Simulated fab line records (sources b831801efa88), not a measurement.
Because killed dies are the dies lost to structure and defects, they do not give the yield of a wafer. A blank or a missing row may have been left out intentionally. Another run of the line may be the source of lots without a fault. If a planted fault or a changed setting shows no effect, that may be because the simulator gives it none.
Matching of chambers + flow gf180mcu + 3 sister chambers for GF_V5_CVD_02 on pecvd-01
The step deposits SiO2 from TEOS, target thk 1450 nm, time 163.28 s. 6 wafers are shown with their chamber, then 8 later ones without.

## WAFERS PAIRED WITH THEIR CHAMBERS
| wafer  | chamber | heater_power_w (W) |
|--------|---------|--------------------|
| L990.5 | 0       | 794                |
| L991.1 | 2       | 592                |
| L991.6 | 2       | 512                |
| L992.4 | 1       | 660                |
| L992.5 | 0       | 820                |
| L998.1 | 1       | 672                |

## WAFERS WITHOUT THEIR CHAMBER
| wafer  | heater_power_w (W) |
|--------|--------------------|
| L998.3 | 787                |
| L998.4 | 536                |
| L999.4 | 502                |
| L999.5 | 528                |
| L999.6 | 694                |
| L103.2 | 636                |
| L103.3 | 592                |
| L103.6 | 492                |

## WHICH CHAMBER EACH ONE RAN IN
| wafer  | from the rows above     | in truth                   |
|--------|-------------------------|----------------------------|
| L998.3 | 0                       | 0                          |
| L998.4 | 2                       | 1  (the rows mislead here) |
| L999.4 | 2                       | 2                          |
| L999.5 | 2                       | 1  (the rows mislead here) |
| L999.6 | 1                       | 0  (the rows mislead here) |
| L103.2 | can't be placed: 1 or 2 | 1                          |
| L103.3 | can't be placed: 2 or 1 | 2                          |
| L103.6 | 2                       | 2                          |
3 of 8 placed correctly. Can't be placed from these rows: 2 (the true chamber is among the candidates in 2). Wrongly placed: 3.
How it was worked out, from the rows above alone: a wafer's distance from a chamber is the root of the sum, over the readings, of the square of ((its reading less the chamber's mean) divided by the reading's scatter). The wafer belongs to the nearest chamber; if the next one is less than 2 further off, it can't be placed. The mean given for a chamber averages the wafers shown for that chamber. How the scatter is found: for the shown wafers, subtract from each reading the mean of its chamber, square and add these, divide the total by (wafers less chambers), then take the root.
